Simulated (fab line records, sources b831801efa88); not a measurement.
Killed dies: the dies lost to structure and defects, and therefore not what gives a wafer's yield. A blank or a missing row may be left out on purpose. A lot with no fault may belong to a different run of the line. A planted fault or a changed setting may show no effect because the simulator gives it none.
fab line records | flow sfq-line
record lots=14 | wafers=42 | last-day=87
route steps=325 shown M2@99 I3@134
lots that met no fault: taken from a fault-free run of the same line
start-h: start of the lot's first displayed wafer, in hours after the record's first day | wait-h: hours since the lot's step before | " the same as in the row above | L1.1+2: a single row standing in for several wafers | - no value, or no start given | * or withheld: withheld | < > ~ a bound
route shown NAME@n: names a module that has steps shown in the file, with the first one's number in the route | usual: average and standard deviation across the fault-free wafers | same: alike in all rows | chamber/n: place in a boat | sites: per-site readings | _std_site: the standard deviation of these | _edge_site: inner sites' mean taken away from outer sites' mean | radius-mm: for every site, how far away it sits from the centre of the wafer | mask NAME#n: copy n | behind: the last tool/chamber to shape the wafer | hold: why the lot went on hold/how many hours it stayed there/how the hold came to an end | device: names the non-switching transistor (n, p or np) | end of line: at the end of the route, the tests of the same wafers | a step given without rows: its recipe and nothing more | killed: count of dies lost to structure and defects at first sort (not the wafer's yield) | map: dies across one wafer; x = killed, . = not, _ = none there
set.NAME: the setting that was run; set.NAME@STEP: the one run at that earlier step | model.NAME: the simulator's own value behind a step, which no gauge read
steps of the route over a sample of lots; a table a step, a row a wafer
services: a tool's chamber out of use, with start hour (start-h, from the record's first day; less than 0 if before it), hours out, and reason
## steps
# step SFQ_TRILAYER_M2_BARC_OPEN_METAL_ETCH_077
# recipe mask-material=PR | chemistry=O2 | target-depth-nm=125 | target=BARC | icp-w=600 | bias-w=80 | pressure-mtorr=10 | time-s=41.7
# usual drypump-motor-current-A=5.6/0.47 | oes-product-au=0.686/0.0049
lot.wafer | tool         | chamber | start-h | wait-h | drypump-motor-current-A | oes-product-au | rf-hours-counter-h
L771.4    | rie-metal-01 | 0       | 561.84  | 0.0    | 5.2                     | 0.689          | -
L771.5    | "            | 0       | "       | "      | 5.2                     | 0.675          | -
L771.6    | "            | 1       | "       | "      | 6.0                     | 0.684          | -
L772.1    | rie-metal-03 | 0       | 572.00  | 0.0    | 6.1                     | 0.684          | 10
L772.2    | "            | 1       | "       | "      | 4.8                     | 0.689          | 118
L772.3    | "            | 1       | "       | "      | 4.8                     | 0.687          | -
L775.3    | rie-metal-02 | 1       | 634.96  | 0.0    | 5.7                     | 0.684          | -
L775.4    | "            | 0       | "       | "      | 5.6                     | 0.686          | -
L775.5    | "            | 0       | "       | "      | 5.6                     | 0.689          | -
L776.3    | rie-metal-01 | 1       | 636.16  | 0.0    | 5.9                     | 0.683          | -
L776.4    | "            | 0       | "       | "      | 5.2                     | 0.685          | -
L776.5    | "            | 1       | "       | "      | 6.0                     | 0.687          | -
L781.1    | rie-metal-01 | 1       | 814.35  | 0.0    | 6.0                     | 0.682          | 102
L781.3    | "            | 1       | "       | "      | 5.9                     | 0.688          | -
L781.4    | "            | 0       | "       | "      | 5.2                     | 0.681          | -
L786.1    | rie-metal-01 | 1       | 848.66  | 0.0    | 6.0                     | 0.691          | 106
L786.2    | "            | 0       | "       | "      | 5.2                     | 0.690          | 89
L786.3    | "            | 0       | "       | "      | 5.2                     | 0.687          | -
L787.2    | rie-metal-03 | 1       | 864.38  | 0.0    | 4.8                     | 0.695          | 7
L787.3    | "            | 0       | "       | "      | 6.1                     | 0.683          | -
L787.6    | "            | 0       | "       | "      | 6.1                     | 0.686          | -
L788.1    | rie-metal-01 | 1       | 874.47  | 0.0    | 6.0                     | 0.693          | 109
L788.3    | "            | 1       | "       | "      | 6.0                     | 0.679          | -
L788.6    | "            | 1       | "       | "      | 5.9                     | 0.683          | -
L789.1    | rie-metal-01 | 1       | 881.66  | 0.0    | 6.0                     | 0.688          | 111
L789.4    | "            | 1       | "       | "      | 6.0                     | 0.673          | -
L789.5    | "            | 0       | "       | "      | 5.2                     | 0.688          | -
L790.3    | rie-metal-02 | 1       | 888.28  | 0.0    | 5.8                     | 0.691          | -
L790.4    | "            | 0       | "       | "      | 5.6                     | 0.683          | -
L790.6    | "            | 0       | "       | "      | 5.6                     | 0.685          | -
L791.1    | rie-metal-02 | 0       | 896.66  | 0.0    | 5.6                     | 0.691          | 89
L791.4    | "            | 1       | "       | "      | 5.8                     | 0.686          | -
L791.5    | "            | 1       | "       | "      | 5.8                     | 0.684          | -
L792.2    | rie-metal-03 | 0       | 908.66  | 0.0    | 6.1                     | 0.688          | 64
L792.3    | "            | 1       | "       | "      | 4.8                     | 0.691          | -
L792.5    | "            | 0       | "       | "      | 6.2                     | 0.685          | -
L793.2    | rie-metal-03 | 1       | 922.03  | 0.0    | 4.8                     | 0.677          | 13
L793.4    | "            | 1       | "       | "      | 4.8                     | 0.682          | -
L793.6    | "            | 1       | "       | "      | 4.8                     | 0.689          | -
L794.1    | rie-metal-03 | 0       | 925.11  | 0.0    | 6.1                     | 0.687          | 66
L794.3    | "            | 0       | "       | "      | 6.1                     | 0.684          | -
L794.5    | "            | 0       | "       | "      | 6.2                     | 0.685          | -
# step SFQ_TRILAYER_M2_STRIP_STRIP_061
# recipe gas=O2 | power-w=200 | platen-temp-c=40 | overash-fraction=0.65 | chemistry=O2 | pressure-mtorr=50
# usual drypump-motor-current-A=5.6/0.47 | oes-product-au=1.001/0.0072
lot.wafer | tool         | chamber | start-h | wait-h | drypump-motor-current-A | oes-product-au | rf-hours-counter-h
L771.4    | rie-metal-01 | 0       | 562.21  | 0.2    | 5.2                     | 0.986          | -
L771.5    | "            | 0       | "       | "      | 5.2                     | 0.992          | -
L771.6    | "            | 1       | "       | "      | 5.9                     | 0.990          | -
L772.1    | rie-metal-03 | 0       | 572.18  | 0.1    | 6.1                     | 0.999          | 10
L772.2    | "            | 1       | "       | "      | 4.8                     | 0.997          | 119
L772.3    | "            | 1       | "       | "      | 4.8                     | 1.010          | -
L775.3    | rie-metal-02 | 1       | 635.33  | 0.2    | 5.8                     | 1.016          | -
L775.4    | "            | 0       | "       | "      | 5.6                     | 1.005          | -
L775.5    | "            | 0       | "       | "      | 5.6                     | 1.011          | -
L776.3    | rie-metal-01 | 1       | 636.53  | 0.2    | 6.0                     | 0.987          | -
L776.4    | "            | 0       | "       | "      | 5.2                     | 0.984          | -
L776.5    | "            | 1       | "       | "      | 6.0                     | 1.000          | -
L781.1    | rie-metal-01 | 1       | 814.59  | 0.1    | 6.0                     | 0.995          | 102
L781.3    | "            | 1       | "       | "      | 6.0                     | 0.992          | -
L781.4    | "            | 0       | "       | "      | 5.2                     | 1.006          | -
L786.1    | rie-metal-01 | 1       | 848.84  | 0.1    | 6.0                     | 0.997          | 106
L786.2    | "            | 0       | "       | "      | 5.2                     | 1.002          | 89
L786.3    | "            | 0       | "       | "      | 5.2                     | 0.992          | -
L787.2    | rie-metal-03 | 1       | 864.57  | 0.1    | 4.8                     | 1.013          | 7
L787.3    | "            | 0       | "       | "      | 6.2                     | 0.992          | -
L787.6    | "            | 0       | "       | "      | 6.2                     | 0.995          | -
L788.1    | rie-metal-01 | 1       | 874.66  | 0.1    | 6.0                     | 1.005          | 109
L788.3    | "            | 1       | "       | "      | 6.0                     | 0.997          | -
L788.6    | "            | 1       | "       | "      | 6.0                     | 1.000          | -
L789.1    | rie-metal-01 | 1       | 881.84  | 0.1    | 6.0                     | 0.994          | 111
L789.4    | "            | 1       | "       | "      | 6.0                     | 0.995          | -
L789.5    | "            | 0       | "       | "      | 5.2                     | 1.006          | -
L790.3    | rie-metal-02 | 1       | 888.64  | 0.2    | 5.8                     | 0.997          | -
L790.4    | "            | 0       | "       | "      | 5.6                     | 1.000          | -
L790.6    | "            | 0       | "       | "      | 5.6                     | 0.996          | -
L791.1    | rie-metal-02 | 0       | 896.84  | 0.1    | 5.6                     | 1.004          | 89
L791.4    | "            | 1       | "       | "      | 5.8                     | 1.006          | -
L791.5    | "            | 1       | "       | "      | 5.8                     | 1.006          | -
L792.2    | rie-metal-03 | 0       | 908.84  | 0.1    | 6.1                     | 1.006          | 64
L792.3    | "            | 1       | "       | "      | 4.8                     | 1.007          | -
L792.5    | "            | 0       | "       | "      | 6.2                     | 1.008          | -
L793.2    | rie-metal-03 | 1       | 922.21  | 0.1    | 4.8                     | 0.995          | 13
L793.4    | "            | 1       | "       | "      | 4.8                     | 0.997          | -
L793.6    | "            | 1       | "       | "      | 4.8                     | 0.997          | -
L794.1    | rie-metal-03 | 0       | 925.29  | 0.1    | 6.2                     | 1.001          | 66
L794.3    | "            | 0       | "       | "      | 6.1                     | 0.999          | -
L794.5    | "            | 0       | "       | "      | 6.1                     | 0.992          | -
# step SFQ_TRILAYER_I3_CMP_CMP_082
# recipe material=SiO2 | down-force-psi=3 | platen-rpm=60 | pad-velocity-m-s=0.94248
# usual motor-current-A=10.1/1 | platen-rpm=60.00/0.046 | time-to-endpoint-s=216/6.7
lot.wafer | tool   | chamber | start-h | wait-h | motor-current-A | platen-rpm | time-to-endpoint-s
L771.4    | cmp-01 | 0       | 713.12  | 6.1    | 9.0             | 59.98      | 227
L771.5    | "      | 1       | "       | "      | 8.5             | 60.01      | 210
L771.6    | "      | 2       | "       | "      | 8.8             | 59.89      | 221
L772.3    | cmp-01 | 3       | 723.62  | 4.5    | 9.9             | 60.01      | 213
L772.2    | "      | 0       | "       | "      | 9.2             | 60.05      | 219
L772.1    | "      | 2       | 725.12  | 6.0    | 9.5             | 59.97      | 216
L775.3    | cmp-02 | 1       | 929.56  | 5.0    | 10.8            | 60.03      | 216
L775.4    | "      | 2       | "       | "      | 11.6            | 60.02      | 214
L775.5    | "      | 0       | 931.06  | 6.4    | 8.4             | 59.93      | 211
L776.4    | cmp-02 | 3       | 935.56  | 6.1    | 10.5            | 59.98      | 221
L776.3    | "      | 1       | 936.56  | 7.2    | 11.7            | 60.01      | 225
L776.5    | "      | 3       | 937.56  | 8.1    | 10.5            | 59.98      | 206
L781.4    | cmp-01 | 0       | 1108.62 | 0.0    | 9.3             | 60.02      | 217
L781.1    | "      | 1       | "       | "      | 8.6             | 59.98      | 198
L781.3    | "      | 3       | 1110.12 | 1.5    | 9.7             | 60.00      | 213
L786.2    | cmp-01 | 0       | 1151.97 | 1.3    | 9.7             | 60.07      | 216
L786.3    | "      | 1       | "       | "      | 8.4             | 60.03      | 216
L786.1    | "      | 2       | "       | "      | 9.1             | 59.97      | 215
L787.3    | cmp-02 | 3       | 1170.97 | 4.1    | 11.0            | 60.05      | 210
L787.2    | "      | 1       | 1171.97 | 5.1    | 10.5            | 60.09      | 215
L787.6    | "      | 2       | "       | "      | 11.4            | 60.09      | 209
L788.1    | cmp-01 | 1       | 1176.03 | 3.1    | 8.3             | 59.94      | 213
L788.3    | "      | 2       | "       | "      | 9.4             | 59.99      | 225
L788.6    | "      | 2       | 1178.53 | 5.6    | 9.4             | 60.01      | 230
L789.4    | cmp-02 | 3       | 1184.44 | 1.0    | 10.0            | 60.07      | 224
L789.1    | "      | 0       | "       | "      | 9.2             | 59.99      | 207
L789.5    | "      | 2       | 1185.94 | 2.5    | 11.2            | 59.98      | 214
L790.3    | cmp-02 | 0       | 1189.94 | 0.5    | 9.1             | 60.01      | 224
L790.4    | "      | 2       | 1190.94 | 1.5    | 11.7            | 60.04      | 215
L790.6    | "      | 3       | "       | "      | 11.3            | 59.99      | 220
L791.1    | cmp-02 | 1       | 1198.27 | 0.5    | 10.7            | 59.97      | 220
L791.4    | "      | 2       | "       | "      | 11.5            | 59.93      | 211
L791.5    | "      | 0       | 1199.77 | 2.0    | 9.3             | 60.07      | 222
L792.2    | cmp-02 | 2       | 1208.57 | 2.7    | 11.6            | 60.01      | 201
L792.3    | "      | 3       | "       | "      | 10.6            | 59.98      | 213
L792.5    | "      | 3       | 1211.07 | 5.1    | 10.1            | 59.92      | 206
L793.2    | cmp-02 | 2       | 1215.07 | 2.8    | 11.2            | 59.98      | 204
L793.4    | "      | 0       | 1216.07 | 3.7    | 9.0             | 60.02      | 214
L793.6    | "      | 1       | "       | "      | 11.0            | 59.98      | 203
L794.3    | cmp-02 | 3       | 1218.07 | 4.7    | 11.2            | 59.98      | 208
L794.1    | "      | 1       | 1219.07 | 5.7    | 10.9            | 59.99      | 206
L794.5    | "      | 2       | "       | "      | 11.2            | 59.99      | 214
# step SFQ_TRILAYER_I3_METRO_MEASURE_083
# usual thk-nm=199.6/0.92
lot.wafer | tool          | chamber | start-h | wait-h | thk-nm
L771.4    | film-metro-01 | -       | 715.34  | 0.6    | 199.8
L771.5    | "             | -       | "       | "      | 198.3
L771.6    | "             | -       | "       | "      | 200.4
L772.1    | film-metro-02 | -       | 726.74  | 0.1    | 199.1
L772.2    | "             | -       | "       | "      | 200.5
L772.3    | "             | -       | "       | "      | 199.2
L775.3    | film-metro-02 | -       | 932.58  | 0.5    | 199.8
L775.4    | "             | -       | "       | "      | 198.9
L775.5    | "             | -       | "       | "      | 220.5
L776.3    | film-metro-04 | -       | 938.58  | 0.5    | 200.3
L776.4    | "             | -       | "       | "      | 200.6
L776.5    | "             | -       | "       | "      | 220.8
L781.1    | film-metro-01 | -       | 1111.74 | 0.1    | 197.9
L781.3    | "             | -       | "       | "      | 199.3
L781.4    | "             | -       | "       | "      | 199.9
L786.1    | film-metro-02 | -       | 1155.09 | 0.1    | 200.6
L786.2    | "             | -       | "       | "      | 200.9
L786.3    | "             | -       | "       | "      | 200.0
L787.2    | film-metro-02 | -       | 1173.79 | 0.3    | 200.6
L787.3    | "             | -       | "       | "      | 201.3
L787.6    | "             | -       | "       | "      | 198.4
L788.1    | film-metro-04 | -       | 1179.15 | 0.1    | 200.3
L788.3    | "             | -       | "       | "      | 201.6
L788.6    | "             | -       | "       | "      | 201.6
L789.1    | film-metro-01 | -       | 1186.56 | 0.1    | 200.5
L789.4    | "             | -       | "       | "      | 200.1
L789.5    | "             | -       | "       | "      | 199.1
L790.3    | film-metro-04 | -       | 1192.96 | 0.5    | 198.8
L790.4    | "             | -       | "       | "      | 199.5
L790.6    | "             | -       | "       | "      | 199.3
L791.1    | film-metro-02 | -       | 1200.89 | 0.1    | 198.7
L791.4    | "             | -       | "       | "      | 198.6
L791.5    | "             | -       | "       | "      | 199.4
L792.2    | film-metro-04 | -       | 1211.89 | 0.3    | 198.2
L792.3    | "             | -       | "       | "      | 199.9
L792.5    | "             | -       | "       | "      | 199.2
L793.2    | film-metro-02 | -       | 1217.89 | 0.3    | 199.0
L793.4    | "             | -       | "       | "      | 200.6
L793.6    | "             | -       | "       | "      | 199.1
L794.1    | film-metro-01 | -       | 1220.69 | 0.1    | 198.8
L794.3    | "             | -       | "       | "      | 199.4
L794.5    | "             | -       | "       | "      | 199.5
# step SFQ_I3_OVL_MEAS_923
# usual I3_OVL=-2/6.4
lot.wafer | tool       | chamber | start-h | wait-h | I3_OVL[nm]
L771.4    | overlay-02 | -       | 719.28  | 0.1    | -4
L771.5    | "          | -       | "       | "      | -9
L771.6    | "          | -       | "       | "      | -6
L772.1    | overlay-01 | -       | 730.19  | 0.1    | 4
L772.2    | "          | -       | "       | "      | -4
L772.3    | "          | -       | "       | "      | -3
L775.3    | overlay-02 | -       | 938.49  | 0.1    | -7
L775.4    | "          | -       | "       | "      | -2
L775.5    | "          | -       | "       | "      | -4
L776.3    | overlay-02 | -       | 941.65  | 0.1    | -4
L776.4    | "          | -       | "       | "      | 6
L776.5    | "          | -       | "       | "      | -1
L781.1    | overlay-02 | -       | 1120.30 | 0.1    | -3
L781.3    | "          | -       | "       | "      | -4
L781.4    | "          | -       | "       | "      | 2
L786.1    | overlay-02 | -       | 1158.66 | 0.1    | 5
L786.2    | "          | -       | "       | "      | 12
L786.3    | "          | -       | "       | "      | 9
L787.2    | overlay-01 | -       | 1177.05 | 0.1    | -3
L787.3    | "          | -       | "       | "      | -5
L787.6    | "          | -       | "       | "      | 0
L788.1    | overlay-01 | -       | 1182.60 | 0.1    | -2
L788.3    | "          | -       | "       | "      | -3
L788.6    | "          | -       | "       | "      | -7
L789.1    | overlay-02 | -       | 1205.81 | 0.1    | 5
L789.4    | "          | -       | "       | "      | -7
L789.5    | "          | -       | "       | "      | 4
L790.3    | overlay-02 | -       | 1208.22 | 0.1    | 8
L790.4    | "          | -       | "       | "      | 7
L790.6    | "          | -       | "       | "      | 5
L791.1    | overlay-02 | -       | 1209.41 | 0.1    | -8
L791.4    | "          | -       | "       | "      | -6
L791.5    | "          | -       | "       | "      | -7
L792.2    | overlay-01 | -       | 1215.15 | 0.1    | 0
L792.3    | "          | -       | "       | "      | -1
L792.5    | "          | -       | "       | "      | -10
L793.2    | overlay-01 | -       | 1221.15 | 0.1    | -5
L793.4    | "          | -       | "       | "      | 0
L793.6    | "          | -       | "       | "      | -9
L794.1    | overlay-02 | -       | 1224.87 | 0.1    | -8
L794.3    | "          | -       | "       | "      | -5
L794.5    | "          | -       | "       | "      | -7
# step SFQ_TRILAYER_I3_VIA_ETCH_VIA_ETCH_088
# recipe target=SiO2 | stop-on=Nb | mask-material=PR | taper-deg=20 | chemistry=CHF3 | target-depth-nm=260 | source-w=500 | bias-w=80 | pressure-mtorr=30 | time-s=withheld
# usual drypump-motor-current-A=5.8/0.61 | oes-product-au=0.853/0.0055
lot.wafer | tool        | chamber | start-h | wait-h | drypump-motor-current-A | oes-product-au
L771.4    | rie-diel-01 | 3       | 719.34  | 0.0    | 6.1                     | 0.863
L771.5    | "           | 1       | "       | "      | 5.0                     | 0.847
L771.6    | "           | 2       | "       | "      | 5.8                     | 0.859
L772.1    | rie-diel-03 | 3       | 730.27  | 0.0    | 5.8                     | 0.851
L772.2    | "           | 1       | "       | "      | 6.8                     | 0.850
L772.3    | "           | 0       | "       | "      | 6.2                     | 0.846
L775.3    | rie-diel-04 | 1       | 938.55  | 0.0    | 4.9                     | 0.853
L775.4    | "           | 3       | "       | "      | 6.0                     | 0.856
L775.5    | "           | 1       | "       | "      | 4.9                     | 0.907
L776.3    | rie-diel-03 | 1       | 941.71  | 0.0    | 6.8                     | 0.858
L776.4    | "           | 2       | "       | "      | 6.4                     | 0.853
L776.5    | "           | 2       | "       | "      | 6.4                     | 0.909
L781.1    | rie-diel-03 | 1       | 1120.38 | 0.0    | 6.8                     | 0.856
L781.3    | "           | 3       | "       | "      | 5.8                     | 0.852
L781.4    | "           | 2       | "       | "      | 6.4                     | 0.846
L786.1    | rie-diel-03 | 2       | 1158.74 | 0.0    | 6.4                     | 0.851
L786.2    | "           | 3       | "       | "      | 5.8                     | 0.862
L786.3    | "           | 0       | "       | "      | 6.2                     | 0.854
L787.2    | rie-diel-03 | 3       | 1177.12 | 0.0    | 5.8                     | 0.855
L787.3    | "           | 0       | "       | "      | 6.2                     | 0.854
L787.6    | "           | 2       | "       | "      | 6.4                     | 0.856
L788.1    | rie-diel-04 | 2       | 1182.68 | 0.0    | 5.2                     | 0.856
L788.3    | "           | 3       | "       | "      | 6.0                     | 0.864
L788.6    | "           | 1       | "       | "      | 4.8                     | 0.856
L789.1    | rie-diel-03 | 3       | 1205.89 | 0.0    | 5.9                     | 0.859
L789.4    | "           | 1       | "       | "      | 6.8                     | 0.856
L789.5    | "           | 1       | "       | "      | 6.8                     | 0.850
L790.3    | rie-diel-04 | 1       | 1208.29 | 0.0    | 4.9                     | 0.854
L790.4    | "           | 2       | "       | "      | 5.2                     | 0.844
L790.6    | "           | 1       | "       | "      | 4.9                     | 0.855
L791.1    | rie-diel-01 | 2       | 1209.49 | 0.0    | 5.9                     | 0.843
L791.4    | "           | 0       | "       | "      | 5.4                     | 0.846
L791.5    | "           | 3       | "       | "      | 6.1                     | 0.852
L792.2    | rie-diel-04 | 2       | 1215.22 | 0.0    | 5.1                     | 0.850
L792.3    | "           | 0       | "       | "      | 5.1                     | 0.854
L792.5    | "           | 3       | "       | "      | 6.0                     | 0.846
L793.2    | rie-diel-01 | 3       | 1221.22 | 0.0    | 6.1                     | 0.857
L793.4    | "           | 0       | "       | "      | 5.4                     | 0.859
L793.6    | "           | 1       | "       | "      | 5.0                     | 0.847
L794.1    | rie-diel-03 | 0       | 1224.95 | 0.0    | 6.1                     | 0.852
L794.3    | "           | 2       | "       | "      | 6.4                     | 0.857
L794.5    | "           | 1       | "       | "      | 6.8                     | 0.852
## services
tool         | chamber | start-h | hours | kind
cmp-02       | -       | 552.68  | 0.4   | repair
rie-metal-01 | 1       | 566.09  | 3.0   | repair
rie-metal-01 | -       | 637.56  | 1.4   | pm
cmp-02       | -       | 672.31  | 1.1   | repair
cmp-02       | -       | 688.41  | 4.9   | pm
cmp-02       | -       | 723.68  | 1.3   | repair
rie-metal-01 | -       | 725.69  | 1.1   | repair
cmp-02       | -       | 746.91  | 4.0   | pm
rie-metal-03 | -       | 792.23  | 2.8   | pm
cmp-02       | -       | 835.19  | 1.6   | repair
rie-metal-03 | -       | 895.33  | 0.3   | repair
cmp-02       | -       | 903.55  | 1.2   | repair
rie-metal-01 | -       | 912.48  | 0.6   | repair
rie-metal-01 | 0       | 964.48  | 3.1   | repair
rie-metal-01 | 1       | 996.87  | 20.7  | repair
rie-metal-03 | -       | 1008.53 | 0.7   | repair
cmp-02       | -       | 1032.48 | 4.6   | repair
cmp-02       | -       | 1040.75 | 0.6   | repair
cmp-02       | -       | 1049.54 | 4.0   | repair
rie-metal-03 | -       | 1049.87 | 1.4   | pm
cmp-02       | -       | 1056.54 | 5.3   | pm
cmp-02       | -       | 1087.25 | 4.0   | pm
rie-metal-01 | -       | 1115.71 | 0.1   | repair
rie-metal-03 | 1       | 1162.63 | 31.6  | repair
## key
first-sign step=SFQ_TRILAYER_I3_METRO_MEASURE_083 | reading=thk-nm | direction=up | sigmas=23 | usual=199.6 | struck=220.7
effect step=SFQ_TRILAYER_I3_VIA_ETCH_VIA_ETCH_088 | reading=oes-product-au | direction=up | sigmas=10 | usual=0.853 | struck=0.908
met-at SFQ_TRILAYER_I3_CMP_CMP_082
struck-lots L775,L776
struck-wafers L775.5,L776.5
not-acting-at SFQ_TRILAYER_M2_BARC_OPEN_METAL_ETCH_077,SFQ_TRILAYER_M2_STRIP_STRIP_061,SFQ_I3_OVL_MEAS_923
fault kind=process-parameter-drift | tool=cmp-02 | chamber=- | onset-h=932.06 | steps=SFQ_TRILAYER_I3_CMP_CMP_082 | channel=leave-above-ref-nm | offset=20 | shape=step | end-h=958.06 | scope=struck-wafers-only | acts-in=these-recipes-only | stated=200
